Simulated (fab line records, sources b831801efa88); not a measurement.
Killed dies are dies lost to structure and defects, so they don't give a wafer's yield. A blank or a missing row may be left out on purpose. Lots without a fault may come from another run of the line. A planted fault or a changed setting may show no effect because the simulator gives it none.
fab line records | flow sky130
record lots=5 wafers=15 last_day=49
route steps=708 shown VT_ADJUST_LVTN@98 VT_ADJUST_NCORE@119 VT_ADJUST_HVTR@131
lots that met no fault: from a run of the same line without faults
start_h: hours from the record's first day to the start of the lot's first wafer shown | wait_h: hours since the lot's step before | " the same as in the row above | L1.1+2: a row that stands for several wafers | - no value, or no start given | * or withheld: withheld | < > ~ a bound
route shown NAME@n: a module of which the file shows steps, and the number in the route of the first | usual: mean/standard deviation of fault-free wafers | same: alike in all rows | chamber/n: place in a boat | sites: the reading at each site | _std_site: their standard deviation | _edge_site: outer sites' mean less inner sites' | radius_mm: how far each site lies from the wafer's centre | mask NAME#n: copy n | behind: the tool/chamber that last shaped the wafer | hold: why the lot was held/for how many hours/how that ended | device: the transistor (n, p or np) that didn't switch | end of line: the same wafers' tests at the end of the route | a step without rows: its recipe alone | killed: dies lost to structure and defects at the first sort, not the wafer's yield | map: a wafer's dies, x killed, . not, _ none there
set.NAME: the setting as run; set.NAME@STEP: as run at that earlier step | model.NAME: the simulator's own value behind a step, which no gauge read
lots at some steps of the route; a table a step, a row a wafer
services: from which hour (start_h, from the record's first day; less than 0 if before it) a tool's chamber was out of use, for how many hours, and why
## steps
# step SKY_VT_ADJUST_LVTN_HMDS_01
# recipe prime_time_s=60 prime_temp_c=120
# usual resist_line_temp_C=23.00/0.12
# columns lot.wafer tool chamber start_h wait_h resist_line_temp_C
L077.1 litho_track-03 0 153.78 0.1 23.12
L077.4 " 0 " " 22.90
L077.5 " 0 " " 22.85
L083.2 litho_track-03 0 186.45 0.1 23.09
L083.4 " 0 " " 22.95
L083.6 " 0 " " 23.00
L088.3 litho_track-03 0 223.48 0.1 23.05
L088.4 " 0 " " 23.28
L088.6 " 0 " " 23.22
L091.2 litho_track-04 0 242.74 0.1 22.90
L091.4 " 0 " " 23.04
L091.5 " 0 " " 22.87
L093.1 litho_track-04 0 262.56 0.1 23.03
L093.3 " 0 " " 23.12
L093.4 " 0 " " 23.12
# step SKY_VT_ADJUST_LVTN_COAT_02
# recipe spin_rpm=2000 resist_thk_nm=3000
# usual resist_line_temp_C=22.97/0.11
# columns lot.wafer tool chamber start_h wait_h resist_line_temp_C
L077.1 litho_track-03 0 153.93 0.1 22.87
L077.4 " 0 " " 22.91
L077.5 " 0 " " 22.78
L083.2 litho_track-03 0 186.60 0.1 22.71
L083.4 " 0 " " 23.07
L083.6 " 0 " " 22.93
L088.3 litho_track-03 0 223.63 0.1 22.79
L088.4 " 0 " " 22.90
L088.6 " 0 " " 22.82
L091.2 litho_track-04 0 242.89 0.1 22.94
L091.4 " 0 " " 22.94
L091.5 " 0 " " 22.85
L093.1 litho_track-04 0 262.71 0.1 23.09
L093.3 " 0 " " 23.13
L093.4 " 0 " " 22.94
# step SKY_VT_ADJUST_LVTN_SOFTBAKE_03
# recipe temp_c=110 time_s=withheld
# usual resist_line_temp_C=23.02/0.11
# columns lot.wafer tool chamber start_h wait_h resist_line_temp_C
L077.1 litho_track-03 0 154.08 0.1 23.16
L077.4 " 0 " " 23.08
L077.5 " 0 " " 23.12
L083.2 litho_track-03 0 186.76 0.1 23.07
L083.4 " 0 " " 23.03
L083.6 " 0 " " 22.95
L088.3 litho_track-03 0 223.79 0.1 23.06
L088.4 " 0 " " 23.11
L088.6 " 0 " " 23.04
L091.2 litho_track-04 0 243.04 0.1 22.99
L091.4 " 0 " " 23.00
L091.5 " 0 " " 22.91
L093.1 litho_track-04 0 262.86 0.1 23.09
L093.3 " 0 " " 23.04
L093.4 " 0 " " 23.28
# step SKY_VT_ADJUST_LVTN_EXPOSE_04
# recipe mask_id=NWM_COMPLEMENT_LESS_NATIVE na=0.6 source_shape=conventional sigma_outer=0.6 polarization=unpolarized target_cd_nm=840 dose_mj=194
# columns lot.wafer tool chamber start_h wait_h mask
L077.1+4+5 iline_stepper-02 0 - - NWM_COMPLEMENT_LESS_NATIVE#0
L083.2+4+6 iline_stepper-01 0 - - NWM_COMPLEMENT_LESS_NATIVE#0
L088.3+4+6 iline_stepper-02 0 - - NWM_COMPLEMENT_LESS_NATIVE#0
L091.2+4+5 iline_stepper-01 0 - - NWM_COMPLEMENT_LESS_NATIVE#0
L093.1+3+4 iline_stepper-02 0 - - NWM_COMPLEMENT_LESS_NATIVE#0
# step SKY_VT_ADJUST_LVTN_PEB_05
# recipe temp_c=115 time_s=withheld
# usual resist_line_temp_C=23.04/0.1
# columns lot.wafer tool chamber start_h wait_h resist_line_temp_C
L077.1 litho_track-04 0 - - 22.95
L077.4 " 0 " " 23.04
L077.5 " 0 " " 22.98
L083.2 litho_track-03 0 - - 23.09
L083.4 " 0 " " 23.12
L083.6 " 0 " " 23.15
L088.3 litho_track-02 0 - - 22.94
L088.4 " 0 " " 23.05
L088.6 " 0 " " 23.11
L091.2 litho_track-03 0 - - 22.91
L091.4 " 0 " " 23.22
L091.5 " 0 " " 23.03
L093.1 litho_track-03 0 - - 23.06
L093.3 " 0 " " 22.93
L093.4 " 0 " " 22.92
# step SKY_VT_ADJUST_LVTN_DEVELOP_06
# recipe wall_angle_deg=90 developer=TMAH develop_time_s=60 dev_temp_c=23
# usual resist_line_temp_C=22.97/0.1
# columns lot.wafer tool chamber start_h wait_h resist_line_temp_C
L077.1 litho_track-04 0 - - 22.93
L077.4 " 0 " " 22.78
L077.5 " 0 " " 23.02
L083.2 litho_track-03 0 - - 22.99
L083.4 " 0 " " 23.00
L083.6 " 0 " " 22.96
L088.3 litho_track-02 0 - - 23.04
L088.4 " 0 " " 22.84
L088.6 " 0 " " 22.93
L091.2 litho_track-03 0 - - 23.09
L091.4 " 0 " " 23.10
L091.5 " 0 " " 23.00
L093.1 litho_track-03 0 - - 23.20
L093.3 " 0 " " 23.15
L093.4 " 0 " " 23.05
# step SKY_VT_ADJUST_LVTN_OVL_MEAS_07
# usual VT_ADJUST_LVTN_OVL=0.0/1.5
# columns lot.wafer tool chamber start_h wait_h VT_ADJUST_LVTN_OVL[nm]
L077.1 overlay-02 - 164.06 - 0.4
L077.4 " - " " 0.2
L077.5 " - " " -0.7
L083.2 overlay-01 - 196.48 - 0.1
L083.4 " - " " 1.1
L083.6 " - " " 0.7
L088.3 overlay-02 - 235.77 - -2.5
L088.4 " - " " -1.5
L088.6 " - " " -1.0
L091.2 overlay-01 - 253.93 - -2.6
L091.4 " - " " -0.3
L091.5 " - " " -2.2
L093.1 overlay-01 - 274.53 - 0.9
L093.3 " - " " 1.4
L093.4 " - " " -0.8
# step SKY_VT_ADJUST_LVTN_IMPLANT_08
# recipe species=B energy_kev=30 dose_cm2=1.57e+12 tilt_deg=withheld
# columns lot.wafer tool chamber start_h wait_h
L077.1+4+5 implanter-01 0 164.10 0.0
L083.2+4+6 implanter-03 0 196.54 0.0
L088.3+4+6 implanter-03 0 235.85 0.1
L091.2+4+5 implanter-03 0 253.99 0.0
L093.1+3+4 implanter-04 0 274.56 0.0
# step SKY_VT_ADJUST_LVTN_STRIP_09
# recipe chemistry=O2/N2 power_w=1400 pressure_mtorr=1500 platen_temp_c=withheld o2_flow_sccm=3000 n2_flow_sccm=300 overash_fraction=0.5
# usual drypump_motor_current_A=5.74/0.24 oes_product_au=0.722/0.0046 strip_time_to_endpoint_s=36.99/0.094
# columns lot.wafer tool chamber start_h wait_h drypump_motor_current_A oes_product_au rf_hours_counter_h strip_time_to_endpoint_s
L077.1 plasma_asher-01 1 164.25 0.1 6.01 0.722 51 37.12
L077.4 " 1 " " 6.02 0.724 - 37.02
L077.5 " 1 " " 5.98 0.727 - 37.10
L083.2 plasma_asher-02 0 196.66 0.1 5.43 0.724 8 37.00
L083.4 " 1 " " 5.56 0.720 - 36.75
L083.6 " 1 " " 5.56 0.722 - 36.92
L088.3 plasma_asher-01 1 235.98 0.1 6.03 0.720 - 37.09
L088.4 " 0 " " 5.55 0.723 - 37.00
L088.6 " 1 " " 6.06 0.726 - 37.02
L091.2 plasma_asher-01 1 254.11 0.1 6.03 0.713 60 37.04
L091.4 " 0 " " 5.54 0.734 - 37.25
L091.5 " 0 " " 5.53 0.716 - 37.10
L093.1 plasma_asher-01 1 274.71 0.1 6.03 0.714 62 37.01
L093.3 " 0 " " 5.55 0.724 - 37.05
L093.4 " 1 " " 6.01 0.725 - 36.99
# step SKY_VT_ADJUST_LVTN_TW_MEAS_10
# usual VT_ADJUST_LVTN_TW=240.9/1
# columns lot.wafer tool chamber start_h wait_h VT_ADJUST_LVTN_TW
L077.1 film_metro-04 - 164.35 0.1 241.2
L077.4 " - " " 240.2
L077.5 " - " " 240.1
L083.2 film_metro-01 - 196.77 0.1 240.7
L083.4 " - " " 239.8
L083.6 " - " " 240.3
L088.3 film_metro-04 - 236.07 0.1 241.1
L088.4 " - " " 239.3
L088.6 " - " " 240.7
L091.2 film_metro-01 - 254.22 0.1 241.6
L091.4 " - " " 240.4
L091.5 " - " " 241.6
L093.1 film_metro-04 - 274.81 0.1 241.7
L093.3 " - " " 240.5
L093.4 " - " " 242.0
# step SKY_VT_ADJUST_LVTN_DEHYDRATE_11
# recipe temp_c=200 time_s=60
# usual resist_line_temp_C=22.99/0.11
# columns lot.wafer tool chamber start_h wait_h resist_line_temp_C
L077.1 litho_track-04 0 173.76 9.4 22.97
L077.4 " 0 " " 23.07
L077.5 " 0 " " 22.96
L083.2 litho_track-02 0 207.24 10.5 23.09
L083.4 " 0 " " 23.00
L083.6 " 0 " " 23.00
L088.3 litho_track-02 0 246.91 10.8 23.01
L088.4 " 0 " " 23.12
L088.6 " 0 " " 23.00
L091.2 litho_track-03 0 265.50 11.3 22.92
L091.4 " 0 " " 22.89
L091.5 " 0 " " 22.84
L093.1 litho_track-04 0 287.56 12.7 22.88
L093.3 " 0 " " 23.14
L093.4 " 0 " " 22.98
# step SKY_VT_ADJUST_LVTN_HMDS_12
# recipe prime_time_s=60 prime_temp_c=120
# usual resist_line_temp_C=22.99/0.093
# columns lot.wafer tool chamber start_h wait_h resist_line_temp_C
L077.1 litho_track-04 0 173.91 0.1 22.97
L077.4 " 0 " " 23.00
L077.5 " 0 " " 22.95
L083.2 litho_track-02 0 207.39 0.1 22.96
L083.4 " 0 " " 23.02
L083.6 " 0 " " 22.84
L088.3 litho_track-02 0 247.06 0.1 23.03
L088.4 " 0 " " 22.98
L088.6 " 0 " " 23.09
L091.2 litho_track-03 0 265.65 0.1 23.11
L091.4 " 0 " " 23.20
L091.5 " 0 " " 23.12
L093.1 litho_track-04 0 287.71 0.1 23.13
L093.3 " 0 " " 23.10
L093.4 " 0 " " 23.04
# step SKY_VT_ADJUST_LVTN_COAT_13
# recipe resist=NOVOLAK spin_rpm=3000 resist_thk_nm=1140
# usual resist_line_temp_C=23.01/0.095
# columns lot.wafer tool chamber start_h wait_h resist_line_temp_C
L077.1 litho_track-04 0 174.06 0.1 22.88
L077.4 " 0 " " 22.85
L077.5 " 0 " " 23.10
L083.2 litho_track-02 0 207.54 0.1 22.92
L083.4 " 0 " " 22.94
L083.6 " 0 " " 22.93
L088.3 litho_track-02 0 247.21 0.1 22.95
L088.4 " 0 " " 22.91
L088.6 " 0 " " 22.83
L091.2 litho_track-03 0 265.80 0.1 23.00
L091.4 " 0 " " 23.07
L091.5 " 0 " " 23.09
L093.1 litho_track-04 0 287.86 0.1 22.81
L093.3 " 0 " " 22.96
L093.4 " 0 " " 22.82
# step SKY_VT_ADJUST_LVTN_SOFTBAKE_14
# recipe temp_c=90 time_s=60 resist=NOVOLAK
# usual resist_line_temp_C=22.99/0.11
# columns lot.wafer tool chamber start_h wait_h resist_line_temp_C
L077.1 litho_track-04 0 174.21 0.1 22.88
L077.4 " 0 " " 23.07
L077.5 " 0 " " 22.95
L083.2 litho_track-02 0 207.69 0.1 22.99
L083.4 " 0 " " 22.94
L083.6 " 0 " " 22.96
L088.3 litho_track-02 0 247.36 0.1 23.00
L088.4 " 0 " " 22.82
L088.6 " 0 " " 22.81
L091.2 litho_track-03 0 265.95 0.1 22.99
L091.4 " 0 " " 22.96
L091.5 " 0 " " 23.03
L093.1 litho_track-04 0 288.01 0.1 23.03
L093.3 " 0 " " 23.00
L093.4 " 0 " " 22.86
# step SKY_VT_ADJUST_LVTN_EXPOSE_15
# recipe mask_id=HVN_STD_DERIVED na=0.6 source_shape=conventional sigma_outer=0.6 polarization=unpolarized target_cd_nm=600 dose_mj=163
# columns lot.wafer tool chamber start_h wait_h mask
L077.1+4+5 iline_stepper-02 0 - - HVN_STD_DERIVED#0
L083.2+4+6 iline_stepper-01 0 - - HVN_STD_DERIVED#0
L088.3+4+6 iline_stepper-02 0 - - HVN_STD_DERIVED#0
L091.2+4+5 iline_stepper-02 0 - - HVN_STD_DERIVED#0
L093.1+3+4 iline_stepper-01 0 - - HVN_STD_DERIVED#0
# step SKY_VT_ADJUST_LVTN_PEB_16
# recipe temp_c=withheld time_s=* resist=NOVOLAK
# usual resist_line_temp_C=*
# columns lot.wafer tool chamber start_h wait_h resist_line_temp_C
L077.1 litho_track-04 0 - - *
L077.4 " 0 " " *
L077.5 " 0 " " *
L083.2 litho_track-03 0 - - *
L083.4 " 0 " " *
L083.6 " 0 " " *
L088.3 litho_track-03 0 - - *
L088.4 " 0 " " *
L088.6 " 0 " " *
L091.2 litho_track-03 0 - - *
L091.4 " 0 " " *
L091.5 " 0 " " *
L093.1 litho_track-02 0 - - *
L093.3 " 0 " " *
L093.4 " 0 " " *
# step SKY_VT_ADJUST_LVTN_DEVELOP_17
# recipe resist=NOVOLAK developer=TMAH develop_time_s=60 dev_temp_c=23
# usual resist_line_temp_C=23.03/0.1
# columns lot.wafer tool chamber start_h wait_h resist_line_temp_C
L077.1 litho_track-04 0 184.76 0.1 23.19
L077.4 " 0 " " 23.07
L077.5 " 0 " " 22.99
L083.2 litho_track-03 0 218.70 0.1 23.15
L083.4 " 0 " " 23.04
L083.6 " 0 " " 23.00
L088.3 litho_track-03 0 258.88 0.1 23.11
L088.4 " 0 " " 22.93
L088.6 " 0 " " 23.08
L091.2 litho_track-03 0 277.85 0.1 23.03
L091.4 " 0 " " 23.13
L091.5 " 0 " " 23.04
L093.1 litho_track-02 0 299.61 0.1 23.05
L093.3 " 0 " " 22.96
L093.4 " 0 " " 23.01
# step SKY_VT_ADJUST_LVTN_OVL_MEAS_18
# usual VT_ADJUST_LVTN_01_OVL=-0.1/1.4
# columns lot.wafer tool chamber start_h wait_h VT_ADJUST_LVTN_01_OVL[nm]
L077.1 overlay-01 - 184.91 0.1 0.4
L077.4 " - " " 0.8
L077.5 " - " " 1.0
L083.2 overlay-02 - 218.83 0.1 -1.2
L083.4 " - " " 1.3
L083.6 " - " " 0.0
L088.3 overlay-02 - 258.99 0.1 -0.4
L088.4 " - " " -1.1
L088.6 " - " " 0.2
L091.2 overlay-02 - 277.98 0.1 -0.4
L091.4 " - " " -0.2
L091.5 " - " " 1.8
L093.1 overlay-02 - 299.76 0.1 -1.4
L093.3 " - " " -0.7
L093.4 " - " " -0.1
# step SKY_VT_ADJUST_LVTN_IMPLANT_19
# recipe species=B energy_kev=30 dose_cm2=6.5e+11 tilt_deg=withheld
# columns lot.wafer tool chamber start_h wait_h
L077.1+4+5 implanter-01 0 184.95 0.0
L083.2+4+6 implanter-04 0 218.89 0.0
L088.3+4+6 implanter-03 0 259.06 0.1
L091.2+4+5 implanter-03 0 278.04 0.0
L093.1+3+4 implanter-01 0 299.80 0.0
# step SKY_VT_ADJUST_LVTN_STRIP_20
# recipe chemistry=O2/N2 power_w=1400 pressure_mtorr=1500 platen_temp_c=withheld o2_flow_sccm=3000 n2_flow_sccm=300 overash_fraction=0.5
# usual drypump_motor_current_A=5.75/0.24 oes_product_au=0.715/0.0041 strip_time_to_endpoint_s=14.22/0.036
# columns lot.wafer tool chamber start_h wait_h drypump_motor_current_A oes_product_au rf_hours_counter_h strip_time_to_endpoint_s
L077.1 plasma_asher-02 1 185.10 0.1 5.56 0.713 7 14.23
L077.4 " 1 " " 5.58 0.720 - 14.20
L077.5 " 0 " " 5.44 0.707 - 14.25
L083.2 plasma_asher-03 1 219.01 0.1 5.90 0.710 38 14.22
L083.4 " 1 " " 5.90 0.712 - 14.21
L083.6 " 1 " " 5.89 0.724 - 14.22
L088.3 plasma_asher-03 1 259.20 0.1 5.95 0.714 - 14.15
L088.4 " 0 " " 5.94 0.711 - 14.14
L088.6 " 1 " " 5.91 0.717 - 14.16
L091.2 plasma_asher-01 1 278.16 0.1 6.05 0.719 63 14.27
L091.4 " 0 " " 5.56 0.721 - 14.27
L091.5 " 0 " " 5.56 0.714 - 14.24
L093.1 plasma_asher-01 1 299.95 0.1 6.00 0.716 65 14.27
L093.3 " 0 " " 5.54 0.716 - 14.25
L093.4 " 1 " " 6.04 0.721 - 14.21
# step SKY_VT_ADJUST_LVTN_TW_MEAS_21
# usual VT_ADJUST_LVTN_2_TW=187.9/0.85
# columns lot.wafer tool chamber start_h wait_h VT_ADJUST_LVTN_2_TW
L077.1 film_metro-02 - 185.20 0.1 189.0
L077.4 " - " " 189.1
L077.5 " - " " 188.5
L083.2 film_metro-02 - 219.12 0.1 186.1
L083.4 " - " " 188.6
L083.6 " - " " 188.4
L088.3 film_metro-04 - 259.28 0.1 188.8
L088.4 " - " " 188.4
L088.6 " - " " 188.8
L091.2 film_metro-02 - 278.27 0.1 188.8
L091.4 " - " " 189.1
L091.5 " - " " 187.8
L093.1 film_metro-04 - 300.05 0.1 188.5
L093.3 " - " " 188.6
L093.4 " - " " 188.4
# step SKY_VT_ADJUST_NCORE_DEHYDRATE_00
# recipe temp_c=200 time_s=60
# usual resist_line_temp_C=23.01/0.1
# columns lot.wafer tool chamber start_h wait_h resist_line_temp_C
L077.1 litho_track-04 0 194.61 9.4 22.94
L077.4 " 0 " " 22.98
L077.5 " 0 " " 22.95
L083.2 litho_track-01 0 229.27 10.1 23.03
L083.4 " 0 " " 23.16
L083.6 " 0 " " 23.05
L088.3 litho_track-04 0 270.66 11.4 23.21
L088.4 " 0 " " 23.11
L088.6 " 0 " " 22.91
L091.2 litho_track-01 0 289.97 11.7 23.07
L091.4 " 0 " " 23.00
L091.5 " 0 " " 22.93
L093.1 litho_track-03 0 311.58 11.5 23.05
L093.3 " 0 " " 22.91
L093.4 " 0 " " 23.06
# step SKY_VT_ADJUST_NCORE_HMDS_01
# recipe prime_time_s=60 prime_temp_c=120
# usual resist_line_temp_C=23.02/0.095
# columns lot.wafer tool chamber start_h wait_h resist_line_temp_C
L077.1 litho_track-04 0 194.76 0.1 22.96
L077.4 " 0 " " 23.01
L077.5 " 0 " " 23.13
L083.2 litho_track-01 0 229.42 0.1 23.01
L083.4 " 0 " " 23.09
L083.6 " 0 " " 23.16
L088.3 litho_track-04 0 270.81 0.1 22.95
L088.4 " 0 " " 22.97
L088.6 " 0 " " 22.93
L091.2 litho_track-01 0 290.12 0.1 23.13
L091.4 " 0 " " 23.11
L091.5 " 0 " " 22.94
L093.1 litho_track-03 0 311.73 0.1 23.02
L093.3 " 0 " " 23.04
L093.4 " 0 " " 23.11
# step SKY_VT_ADJUST_NCORE_COAT_02
# recipe resist=NOVOLAK spin_rpm=3000 resist_thk_nm=1140
# usual resist_line_temp_C=22.99/0.1
# columns lot.wafer tool chamber start_h wait_h resist_line_temp_C
L077.1 litho_track-04 0 194.91 0.1 22.99
L077.4 " 0 " " 23.02
L077.5 " 0 " " 23.02
L083.2 litho_track-01 0 229.57 0.1 22.86
L083.4 " 0 " " 22.91
L083.6 " 0 " " 22.97
L088.3 litho_track-04 0 270.96 0.1 23.07
L088.4 " 0 " " 23.05
L088.6 " 0 " " 22.99
L091.2 litho_track-01 0 290.27 0.1 22.93
L091.4 " 0 " " 22.97
L091.5 " 0 " " 22.97
L093.1 litho_track-03 0 311.88 0.1 23.03
L093.3 " 0 " " 23.03
L093.4 " 0 " " 23.09
# step SKY_VT_ADJUST_NCORE_SOFTBAKE_03
# recipe temp_c=90 time_s=60 resist=NOVOLAK
# usual resist_line_temp_C=22.99/0.11
# columns lot.wafer tool chamber start_h wait_h resist_line_temp_C
L077.1 litho_track-04 0 195.06 0.1 22.92
L077.4 " 0 " " 23.07
L077.5 " 0 " " 23.09
L083.2 litho_track-01 0 229.72 0.1 23.06
L083.4 " 0 " " 23.23
L083.6 " 0 " " 23.11
L088.3 litho_track-04 0 271.11 0.1 22.85
L088.4 " 0 " " 22.89
L088.6 " 0 " " 22.83
L091.2 litho_track-01 0 290.42 0.1 22.80
L091.4 " 0 " " 22.81
L091.5 " 0 " " 22.82
L093.1 litho_track-03 0 312.03 0.1 23.04
L093.3 " 0 " " 23.06
L093.4 " 0 " " 23.03
# step SKY_VT_ADJUST_NCORE_EXPOSE_04
# recipe mask_id=LVTN_COMPLEMENT_THIN na=0.6 source_shape=conventional sigma_outer=0.6 polarization=unpolarized target_cd_nm=380 dose_mj=139
# columns lot.wafer tool chamber start_h wait_h mask
L077.1+4+5 iline_stepper-01 0 - - LVTN_COMPLEMENT_THIN#0
L083.2+4+6 iline_stepper-01 0 - - LVTN_COMPLEMENT_THIN#0
L088.3+4+6 iline_stepper-02 0 - - LVTN_COMPLEMENT_THIN#0
L091.2+4+5 iline_stepper-02 0 - - LVTN_COMPLEMENT_THIN#0
L093.1+3+4 iline_stepper-01 0 - - LVTN_COMPLEMENT_THIN#0
# step SKY_VT_ADJUST_NCORE_PEB_05
# recipe temp_c=withheld time_s=* resist=NOVOLAK
# usual resist_line_temp_C=*
# columns lot.wafer tool chamber start_h wait_h resist_line_temp_C
L077.1 litho_track-03 0 - - *
L077.4 " 0 " " *
L077.5 " 0 " " *
L083.2 litho_track-03 0 - - *
L083.4 " 0 " " *
L083.6 " 0 " " *
L088.3 litho_track-04 0 - - *
L088.4 " 0 " " *
L088.6 " 0 " " *
L091.2 litho_track-04 0 - - *
L091.4 " 0 " " *
L091.5 " 0 " " *
L093.1 litho_track-03 0 - - *
L093.3 " 0 " " *
L093.4 " 0 " " *
# step SKY_VT_ADJUST_NCORE_DEVELOP_06
# recipe resist=NOVOLAK developer=TMAH develop_time_s=60 dev_temp_c=23
# usual resist_line_temp_C=23.05/0.12
# columns lot.wafer tool chamber start_h wait_h resist_line_temp_C
L077.1 litho_track-03 0 205.33 0.1 23.00
L077.4 " 0 " " 23.13
L077.5 " 0 " " 22.97
L083.2 litho_track-03 0 241.55 0.1 22.95
L083.4 " 0 " " 22.96
L083.6 " 0 " " 23.12
L088.3 litho_track-04 0 283.21 0.1 23.18
L088.4 " 0 " " 23.23
L088.6 " 0 " " 23.19
L091.2 litho_track-04 0 302.19 0.1 23.10
L091.4 " 0 " " 23.13
L091.5 " 0 " " 23.03
L093.1 litho_track-03 0 324.18 0.1 23.05
L093.3 " 0 " " 23.11
L093.4 " 0 " " 22.94
# step SKY_VT_ADJUST_NCORE_CD_MEAS_07
# recipe target_cd_nm=380
# usual cd_nm=379.5/2.3
# columns lot.wafer tool chamber start_h wait_h cd_nm
L077.1 cd_sem-01 - 205.48 0.1 378.0
L077.4 " - " " 379.0
L077.5 " - " " 377.4
L083.2 cd_sem-01 - 241.70 0.1 381.9
L083.4 " - " " 381.8
L083.6 " - " " 381.6
L088.3 cd_sem-01 - 283.35 0.1 379.1
L088.4 " - " " 377.2
L088.6 " - " " 377.9
L091.2 cd_sem-02 - 302.33 0.1 377.3
L091.4 " - " " 377.0
L091.5 " - " " 378.1
L093.1 cd_sem-02 - 324.33 0.1 380.4
L093.3 " - " " 379.5
L093.4 " - " " 379.5
# step SKY_VT_ADJUST_NCORE_OVL_MEAS_08
# usual VT_ADJUST_NCORE_OVL=-0.8/1.4
# columns lot.wafer tool chamber start_h wait_h VT_ADJUST_NCORE_OVL[nm]
L077.1 overlay-02 - 205.60 0.1 0.6
L077.4 " - " " 0.5
L077.5 " - " " 1.8
L083.2 overlay-01 - 241.80 0.1 -0.3
L083.4 " - " " -1.5
L083.6 " - " " -0.9
L088.3 overlay-02 - 283.44 0.1 -0.7
L088.4 " - " " -0.8
L088.6 " - " " -1.5
L091.2 overlay-02 - 302.44 0.1 -1.9
L091.4 " - " " -1.2
L091.5 " - " " -3.6
L093.1 overlay-02 - 324.45 0.1 -3.3
L093.3 " - " " -2.3
L093.4 " - " " -4.1
# step SKY_VT_ADJUST_NCORE_IMPLANT_09
# recipe species=B energy_kev=10 dose_cm2=2.4e+12 tilt_deg=withheld
# columns lot.wafer tool chamber start_h wait_h
L077.1+4+5 implanter-02 0 205.63 0.0
L083.2+4+6 implanter-01 0 241.86 0.0
L088.3+4+6 implanter-02 0 283.52 0.1
L091.2+4+5 implanter-01 0 302.49 0.0
L093.1+3+4 implanter-04 0 324.48 0.0
# step SKY_VT_ADJUST_NCORE_STRIP_10
# recipe chemistry=O2/N2 power_w=1400 pressure_mtorr=1500 platen_temp_c=withheld o2_flow_sccm=3000 n2_flow_sccm=300 overash_fraction=0.5
# usual drypump_motor_current_A=5.62/0.24 oes_product_au=0.715/0.0048 strip_time_to_endpoint_s=14.22/0.032
# columns lot.wafer tool chamber start_h wait_h drypump_motor_current_A oes_product_au rf_hours_counter_h strip_time_to_endpoint_s
L077.1 plasma_asher-03 1 205.78 0.1 5.88 0.714 37 14.25
L077.4 " 0 " " 5.96 0.708 - 14.28
L077.5 " 0 " " 5.97 0.715 - 14.23
L083.2 plasma_asher-04 0 241.98 0.1 5.71 0.705 55 14.16
L083.4 " 0 " " 5.69 0.716 - 14.19
L083.6 " 0 " " 5.72 0.717 - 14.21
L088.3 plasma_asher-02 0 283.65 0.1 5.42 0.719 - 14.22
L088.4 " 1 " " 5.57 0.706 - 14.24
L088.6 " 1 " " 5.58 0.717 - 14.22
L091.2 plasma_asher-03 1 302.62 0.1 5.90 0.715 47 14.22
L091.4 " 0 " " 5.95 0.714 - 14.19
L091.5 " 0 " " 5.97 0.718 - 14.21
L093.1 plasma_asher-03 1 324.63 0.1 5.93 0.721 49 14.17
L093.3 " 0 " " 5.96 0.711 - 14.21
L093.4 " 1 " " 5.94 0.716 - 14.19
# step SKY_VT_ADJUST_NCORE_TW_MEAS_11
# usual VT_ADJUST_NCORE_TW=218.8/0.98
# columns lot.wafer tool chamber start_h wait_h VT_ADJUST_NCORE_TW
L077.1 film_metro-02 - 205.88 0.1 219.1
L077.4 " - " " 218.3
L077.5 " - " " 217.8
L083.2 film_metro-03 - 242.09 0.1 219.9
L083.4 " - " " 220.7
L083.6 " - " " 220.0
L088.3 film_metro-03 - 283.74 0.1 218.1
L088.4 " - " " 219.8
L088.6 " - " " 218.7
L091.2 film_metro-03 - 302.73 0.1 219.4
L091.4 " - " " 219.6
L091.5 " - " " 220.1
L093.1 film_metro-03 - 324.73 0.1 217.1
L093.3 " - " " 217.2
L093.4 " - " " 219.2
# step SKY_VT_ADJUST_HVTR_DEHYDRATE_00
# recipe temp_c=200 time_s=60
# usual resist_line_temp_C=22.99/0.11
# columns lot.wafer tool chamber start_h wait_h resist_line_temp_C
L077.1 litho_track-01 0 216.70 10.8 22.98
L077.4 " 0 " " 22.93
L077.5 " 0 " " 22.83
L083.2 litho_track-04 0 253.09 11.0 23.20
L083.4 " 0 " " 23.12
L083.6 " 0 " " 23.05
L088.3 litho_track-04 0 296.01 12.3 22.84
L088.4 " 0 " " 23.02
L088.6 " 0 " " 23.07
L091.2 litho_track-02 0 315.04 12.3 22.92
L091.4 " 0 " " 22.87
L091.5 " 0 " " 23.05
L093.1 litho_track-02 0 337.66 12.9 22.88
L093.3 " 0 " " 22.93
L093.4 " 0 " " 22.92
# step SKY_VT_ADJUST_HVTR_HMDS_01
# recipe prime_time_s=60 prime_temp_c=120
# usual resist_line_temp_C=23.00/0.1
# columns lot.wafer tool chamber start_h wait_h resist_line_temp_C
L077.1 litho_track-01 0 216.85 0.1 23.23
L077.4 " 0 " " 23.17
L077.5 " 0 " " 23.02
L083.2 litho_track-04 0 253.24 0.1 23.03
L083.4 " 0 " " 22.98
L083.6 " 0 " " 23.15
L088.3 litho_track-04 0 296.16 0.1 23.09
L088.4 " 0 " " 22.99
L088.6 " 0 " " 23.07
L091.2 litho_track-02 0 315.19 0.1 22.87
L091.4 " 0 " " 23.05
L091.5 " 0 " " 23.05
L093.1 litho_track-02 0 337.81 0.1 23.05
L093.3 " 0 " " 22.97
L093.4 " 0 " " 23.05
# step SKY_VT_ADJUST_HVTR_COAT_02
# recipe resist=NOVOLAK spin_rpm=3000 resist_thk_nm=1140
# usual resist_line_temp_C=22.99/0.12
# columns lot.wafer tool chamber start_h wait_h resist_line_temp_C
L077.1 litho_track-01 0 217.00 0.1 22.94
L077.4 " 0 " " 22.90
L077.5 " 0 " " 23.05
L083.2 litho_track-04 0 253.39 0.1 22.88
L083.4 " 0 " " 22.99
L083.6 " 0 " " 22.99
L088.3 litho_track-04 0 296.31 0.1 22.77
L088.4 " 0 " " 22.65
L088.6 " 0 " " 22.74
L091.2 litho_track-02 0 315.34 0.1 23.04
L091.4 " 0 " " 23.20
L091.5 " 0 " " 23.01
L093.1 litho_track-02 0 337.96 0.1 22.97
L093.3 " 0 " " 23.06
L093.4 " 0 " " 23.12
## services
# columns tool chamber start_h hours kind
implanter-01 - 132.01 3.6 pm
implanter-01 - 137.33 1.5 repair
implanter-02 - 148.26 2.1 repair
iline_stepper-02 - 154.80 1.7 pm
plasma_asher-04 - 157.24 3.4 repair
plasma_asher-02 - 163.06 2.0 repair
plasma_asher-03 - 169.87 14.6 pm
iline_stepper-02 - 188.38 9.8 repair
iline_stepper-02 0 191.63 - calibration
implanter-03 - 199.82 3.8 repair
iline_stepper-02 - 229.18 5.2 repair
implanter-03 - 269.34 2.3 repair
implanter-03 - 272.41 4.3 repair
iline_stepper-01 - 274.29 1.7 pm
plasma_asher-04 - 289.76 1.3 repair
iline_stepper-02 - 293.40 6.8 repair
implanter-02 - 300.27 9.5 pm
iline_stepper-02 - 305.73 7.3 repair
iline_stepper-01 0 311.79 - calibration
iline_stepper-02 - 318.80 0.7 repair
implanter-01 - 328.94 4.8 pm
iline_stepper-02 - 335.37 - calibration
plasma_asher-03 - 337.01 2.8 pm
## key
fault none
